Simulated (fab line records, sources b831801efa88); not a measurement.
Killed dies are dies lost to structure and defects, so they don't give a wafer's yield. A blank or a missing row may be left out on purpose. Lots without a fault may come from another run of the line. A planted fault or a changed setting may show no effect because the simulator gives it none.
Chamber matching | flow sfq_line | SFQ_TRILAYER_I2_VIA_ETCH_VIA_ETCH_070 on rie_diel-01: 4 sister chambers
The step etches SiO2 in CHF3, stops on Nb, target depth 260 nm. 8 wafers are shown with their chamber, then 6 later ones without.

WAFERS WITH THEIR CHAMBER
wafer  | chamber | oes_product_au (a.u.)
L589.5 | 0       | 0.854
L591.1 | 2       | 0.861
L591.2 | 3       | 0.858
L594.1 | 1       | 0.846
L594.5 | 2       | 0.846
L594.6 | 1       | 0.849
L599.1 | 0       | 0.855
L599.2 | 3       | 0.851

WAFERS WITHOUT THEIR CHAMBER
wafer  | oes_product_au (a.u.)
L599.5 | 0.850
L604.1 | 0.855
L604.2 | 0.852
L605.3 | 0.858
L605.4 | 0.853
L605.6 | 0.858

WHICH CHAMBER EACH WENT THROUGH
wafer  | from the rows above               | in truth
L599.5 | can't be placed: 1 or 2 or 0 or 3 | 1
L604.1 | can't be placed: 0 or 3 or 2 or 1 | 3
L604.2 | can't be placed: 2 or 0 or 3 or 1 | 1
L605.3 | can't be placed: 0 or 3 or 2 or 1 | 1
L605.4 | can't be placed: 2 or 0 or 3 or 1 | 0
L605.6 | can't be placed: 0 or 3 or 2 or 1 | 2
Placed correctly: 0 of 6. Can't be placed from these rows: 6 (the true chamber is among the candidates in 6). Placed wrongly: 0.
How it was worked out, from the rows above alone: a wafer's distance from a chamber is the root of the sum, over the readings, of the square of ((its reading less the chamber's mean) divided by the reading's scatter). The wafer belongs to the nearest chamber; if the next one is less than 2 further off, it can't be placed. A chamber's mean is the mean of its shown wafers. The scatter: the root of (the sum of the squares of (reading less its chamber's mean) over the shown wafers, divided by (wafers less chambers)).
